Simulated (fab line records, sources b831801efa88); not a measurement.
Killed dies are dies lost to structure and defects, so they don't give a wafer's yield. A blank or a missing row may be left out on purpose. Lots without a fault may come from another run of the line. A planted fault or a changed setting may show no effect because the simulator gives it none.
fab line records | flow sky130
record lots=13 wafers=39 last_day=50
route steps=708 shown VT_ADJUST_LVTN@117 VT_ADJUST_PCH@151 METAL1@434
lots that met no fault: from a run of the same line without faults
start_h: hours from the record's first day to the start of the lot's first wafer shown | wait_h: hours since the lot's step before | " the same as in the row above | L1.1+2: a row that stands for several wafers | - no value, or no start given | * or withheld: withheld | < > ~ a bound
route shown NAME@n: a module of which the file shows steps, and the number in the route of the first | usual: mean/standard deviation of fault-free wafers | same: alike in all rows | chamber/n: place in a boat | sites: the reading at each site | _std_site: their standard deviation | _edge_site: outer sites' mean less inner sites' | radius_mm: how far each site lies from the wafer's centre | mask NAME#n: copy n | behind: the tool/chamber that last shaped the wafer | hold: why the lot was held/for how many hours/how that ended | device: the transistor (n, p or np) that didn't switch | end of line: the same wafers' tests at the end of the route | a step without rows: its recipe alone | killed: dies lost to structure and defects at the first sort, not the wafer's yield | map: a wafer's dies, x killed, . not, _ none there
set.NAME: the setting as run; set.NAME@STEP: as run at that earlier step | model.NAME: the simulator's own value behind a step, which no gauge read
steps of the route over a sample of lots; a table a step, a row a wafer
services: from which hour (start_h, from the record's first day; less than 0 if before it) a tool's chamber was out of use, for how many hours, and why
## steps
# step SKY_VT_ADJUST_LVTN_STRIP_20
# recipe chemistry=O2/N2 power_w=1400 pressure_mtorr=1500 platen_temp_c=withheld o2_flow_sccm=3000 n2_flow_sccm=300 overash_fraction=0.5
# usual drypump_motor_current_A=5.8/0.38 oes_product_au=0.716/0.0045 strip_time_to_endpoint_s=14.19/0.048
# columns lot.wafer tool chamber start_h wait_h drypump_motor_current_A oes_product_au rf_hours_counter_h strip_time_to_endpoint_s
L231.1 plasma_asher-04 0 161.77 0.1 5.8 0.715 35 14.30
L231.3 " 0 " " 5.7 0.714 - 14.23
L231.5 " 1 " " 6.1 0.714 - 14.30
L234.2 plasma_asher-03 1 179.67 0.1 5.7 0.713 54 14.08
L234.3 " 1 " " 5.7 0.716 - 14.11
L234.5 " 0 " " 5.3 0.718 - 14.11
L235.1 plasma_asher-03 1 190.23 0.1 5.8 0.723 55 14.23
L235.5 " 1 " " 5.8 0.708 - 14.19
L235.6 " 0 " " 5.3 0.718 - 14.19
L236.3 plasma_asher-01 1 197.31 0.1 6.5 0.721 - 14.26
L236.4 " 0 " " 5.7 0.719 - 14.26
L236.5 " 1 " " 6.5 0.717 - 14.25
L237.3 plasma_asher-03 1 204.86 0.1 5.7 0.719 - 14.13
L237.4 " 0 " " 5.3 0.716 - 14.13
L237.5 " 0 " " 5.3 0.718 - 14.12
L239.3 plasma_asher-03 0 216.54 0.1 5.3 0.716 - 14.30
L239.4 " 1 " " 5.7 0.716 - 14.29
L239.5 " 1 " " 5.7 0.718 - 14.30
L247.2 plasma_asher-04 1 271.50 0.1 6.1 0.714 45 14.20
L247.4 " 1 " " 6.1 0.717 - 14.16
L247.6 " 0 " " 5.8 0.713 - 14.14
L248.1 plasma_asher-01 1 297.98 0.1 6.6 0.720 65 14.13
L248.5 " 0 " " 5.7 0.716 - 14.12
L248.6 " 1 " " 6.5 0.709 - 14.11
L250.1 plasma_asher-01 1 305.57 0.1 6.6 0.724 65 14.16
L250.2 " 0 " " 5.7 0.715 65 14.14
L250.6 " 0 " " 5.7 0.716 - 14.10
L249.2 plasma_asher-03 0 306.22 0.1 5.3 0.716 66 14.20
L249.3 " 1 " " 5.7 0.716 - 14.20
L249.6 " 1 " " 5.7 0.712 - 14.16
L251.2 plasma_asher-01 1 311.33 0.1 6.6 0.725 66 14.20
L251.3 " 1 " " 6.6 0.715 - 14.18
L251.5 " 0 " " 5.7 0.721 - 14.18
L253.2 plasma_asher-01 0 317.32 0.1 5.8 0.710 67 14.18
L253.3 " 0 " " 5.7 0.717 - 14.14
L253.4 " 1 " " 6.5 0.713 - 14.14
L254.4 plasma_asher-04 0 327.06 0.1 5.7 0.714 - 14.22
L254.5 " 1 " " 6.1 0.718 - 14.21
L254.6 " 0 " " 5.8 0.717 - 14.15
# step SKY_VT_ADJUST_PCH_IMPLANT_08
# recipe species=B energy_kev=10 dose_cm2=5e+11 tilt_deg=withheld
# columns lot.wafer tool chamber start_h wait_h
L231.1+3+5 implanter-04 0 226.55 0.0
L234.2+3+5 implanter-04 0 246.25 0.0
L235.1+5+6 implanter-02 0 258.30 0.0
L236.3+4+5 implanter-01 0 264.82 0.1
L237.3+4+5 implanter-02 0 275.55 0.1
L239.3+4+5 implanter-04 0 288.73 0.1
L239.3+4+5 implanter-04 0 289.04 0.3
L247.2+4+6 implanter-04 0 349.15 0.0
L247.2+4+6 implanter-04 0 349.46 0.3
L248.1+5+6 implanter-01 0 380.50 0.0
L250.1+2+6 implanter-02 0 389.37 1.2
L249.2+3+6 implanter-02 0 389.55 0.6
L251.2+3+5 implanter-04 0 394.13 0.0
L253.2+3+4 implanter-04 0 403.13 0.0
L254.4+5+6 implanter-04 0 413.50 0.1
# step SKY_VT_ADJUST_PCH_TW_MEAS_10
# usual VT_ADJUST_PCH_TW=142.8/0.65
# columns lot.wafer tool chamber start_h wait_h VT_ADJUST_PCH_TW
L231.1 film_metro-02 - 226.80 0.1 142.3
L231.3 " - " " 142.5
L231.5 " - " " 142.6
L234.2 film_metro-01 - 246.49 0.1 142.7
L234.3 " - " " 142.9
L234.5 " - " " 142.7
L235.1 film_metro-02 - 258.55 0.1 141.2
L235.5 " - " " 142.4
L235.6 " - " " 142.4
L236.3 film_metro-03 - 265.04 0.1 142.4
L236.4 " - " " 141.3
L236.5 " - " " 142.1
L237.3 film_metro-03 - 275.77 0.1 142.4
L237.4 " - " " 142.7
L237.5 " - " " 142.9
L239.3 film_metro-02 - 289.26 0.1 171.9
L239.4 " - " " 171.9
L239.5 " - " " 172.9
L247.2 film_metro-01 - 349.70 0.1 172.0
L247.4 " - " " 172.1
L247.6 " - " " 172.1
L248.1 film_metro-01 - 380.75 0.1 142.7
L248.5 " - " " 142.5
L248.6 " - " " 142.4
L250.1 film_metro-01 - 389.62 0.1 142.5
L250.2 " - " " 142.3
L250.6 " - " " 142.4
L249.2 film_metro-03 - 389.78 0.1 143.3
L249.3 " - " " 142.6
L249.6 " - " " 143.8
L251.2 film_metro-01 - 394.36 0.1 142.1
L251.3 " - " " 142.7
L251.5 " - " " 142.4
L253.2 film_metro-03 - 403.36 0.1 143.9
L253.3 " - " " 143.7
L253.4 " - " " 143.8
L254.4 film_metro-03 - 413.70 0.1 143.6
L254.5 " - " " 144.0
L254.6 " - " " 143.0
# step SKY_METAL1_SPUTTER_00
# recipe material=Ti target_thk_nm=15 power_w=3000 time_s=10 chamber_pressure_pa=0.4
# usual throttle_valve_pct=29.8/1
# columns lot.wafer tool chamber start_h wait_h throttle_valve_pct
L231.1 pvd_sputter-03 - 734.56 0.1 30.4
L231.3 " - " " 30.0
L231.5 " - " " 29.7
L234.2 pvd_sputter-02 - 760.92 0.2 28.5
L234.3 " - " " 31.0
L234.5 " - " " 28.0
L235.1 pvd_sputter-02 - 764.26 0.2 30.3
L235.5 " - " " 28.3
L235.6 " - " " 30.1
L236.3 pvd_sputter-02 - 784.67 0.1 28.2
L236.4 " - " " 30.2
L236.5 " - " " 30.1
L237.3 pvd_sputter-02 - 788.27 0.1 30.9
L237.4 " - " " 30.3
L237.5 " - " " 30.9
L239.3 pvd_sputter-02 - 808.84 0.2 28.2
L239.4 " - " " 28.5
L239.5 " - " " 29.9
L247.2 pvd_sputter-03 - 867.10 0.1 30.1
L247.4 " - " " 30.0
L247.6 " - " " 29.9
L248.1 pvd_sputter-04 - 898.83 0.2 31.2
L248.5 " - " " 30.0
L248.6 " - " " 31.1
L249.2 pvd_sputter-03 - 898.85 0.2 30.8
L249.3 " - " " 30.3
L249.6 " - " " 31.2
L250.1 pvd_sputter-04 - 899.43 0.2 31.3
L250.2 " - " " 30.6
L250.6 " - " " 31.0
L251.2 pvd_sputter-02 - 902.58 0.2 30.1
L251.3 " - " " 30.7
L251.5 " - " " 28.2
L253.2 pvd_sputter-02 - 921.71 0.2 28.3
L253.3 " - " " 28.3
L253.4 " - " " 30.5
L254.4 pvd_sputter-03 - 926.38 0.2 30.9
L254.5 " - " " 30.3
L254.6 " - " " 30.0
# step SKY_METAL1_OVL_MEAS_16
# usual METAL1_OVL=1/5.1
# columns lot.wafer tool chamber start_h wait_h METAL1_OVL[nm]
L231.1 overlay-01 - 762.35 0.1 -1
L231.3 " - " " 11
L231.5 " - " " 1
L234.2 overlay-02 - 788.26 0.1 -5
L234.3 " - " " -2
L234.5 " - " " -2
L235.1 overlay-01 - 791.31 0.1 6
L235.5 " - " " 0
L235.6 " - " " 5
L236.3 overlay-02 - 811.67 0.1 0
L236.4 " - " " -2
L236.5 " - " " 6
L237.3 overlay-01 - 815.47 0.1 0
L237.4 " - " " -1
L237.5 " - " " -1
L239.3 overlay-02 - 835.12 0.1 -2
L239.4 " - " " 9
L239.5 " - " " 6
L247.2 overlay-02 - 892.61 0.1 2
L247.4 " - " " 2
L247.6 " - " " 3
L248.1 overlay-01 - 924.16 0.1 0
L248.5 " - " " 7
L248.6 " - " " 0
L249.2 overlay-01 - 924.28 0.1 -4
L249.3 " - " " -8
L249.6 " - " " 0
L250.1 overlay-01 - 925.06 0.1 10
L250.2 " - " " 4
L250.6 " - " " 1
L251.2 overlay-01 - 927.71 0.1 1
L251.3 " - " " -6
L251.5 " - " " 0
L253.2 overlay-02 - 946.91 0.1 -3
L253.3 " - " " 1
L253.4 " - " " -2
L254.4 overlay-01 - 951.32 0.1 -1
L254.5 " - " " -6
L254.6 " - " " -6
## services
# columns tool chamber start_h hours kind
implanter-04 - 182.92 1.8 repair
pvd_sputter-02 - 213.61 2.2 repair
plasma_asher-01 - 221.07 2.8 pm
implanter-04 - 239.93 2.9 repair
implanter-04 - 242.80 3.0 pm
implanter-04 - 290.65 8.6 repair
pvd_sputter-02 - 344.09 4.9 repair
plasma_asher-01 - 355.25 16.6 repair
plasma_asher-01 - 366.61 1.0 repair
implanter-04 - 386.37 5.1 repair
pvd_sputter-02 - 408.09 1.1 repair
implanter-04 - 420.82 5.7 repair
plasma_asher-03 - 421.25 9.0 pm
plasma_asher-01 - 435.12 40.8 repair
implanter-04 - 438.17 0.6 repair
plasma_asher-03 - 519.50 0.5 repair
plasma_asher-01 - 544.78 4.2 repair
pvd_sputter-02 - 639.55 2.6 repair
implanter-04 - 699.82 3.2 pm
implanter-04 - 731.62 4.2 pm
plasma_asher-01 - 733.75 9.0 pm
implanter-04 - 760.55 15.3 repair
pvd_sputter-02 - 850.71 7.7 repair
implanter-04 - 866.00 3.3 repair
## key
first_sign step=SKY_VT_ADJUST_PCH_IMPLANT_08 reading=visit direction=added
effect step=SKY_VT_ADJUST_PCH_TW_MEAS_10 reading=VT_ADJUST_PCH_TW direction=up sigmas=45 usual=142.8 struck=172.2
met_at SKY_VT_ADJUST_PCH_IMPLANT_08
struck_lots L239,L247
tester_left_out L239,L247
not_acting_at SKY_VT_ADJUST_LVTN_STRIP_20,SKY_METAL1_SPUTTER_00,SKY_METAL1_OVL_MEAS_16
fault kind=repeated_step_whole tool=implanter-01,implanter-02,implanter-04 chamber=- onset_h=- steps=SKY_VT_ADJUST_PCH_IMPLANT_08 times=1 scope=struck_lots_only
# tester_left_out: of these lots the tester's yield and bins aren't shown, on N5 and GAA mostly nor the transistor test; their killed dies are dies lost to structure and defects alone, not to doping, threshold or leakage, so they don't give the yield
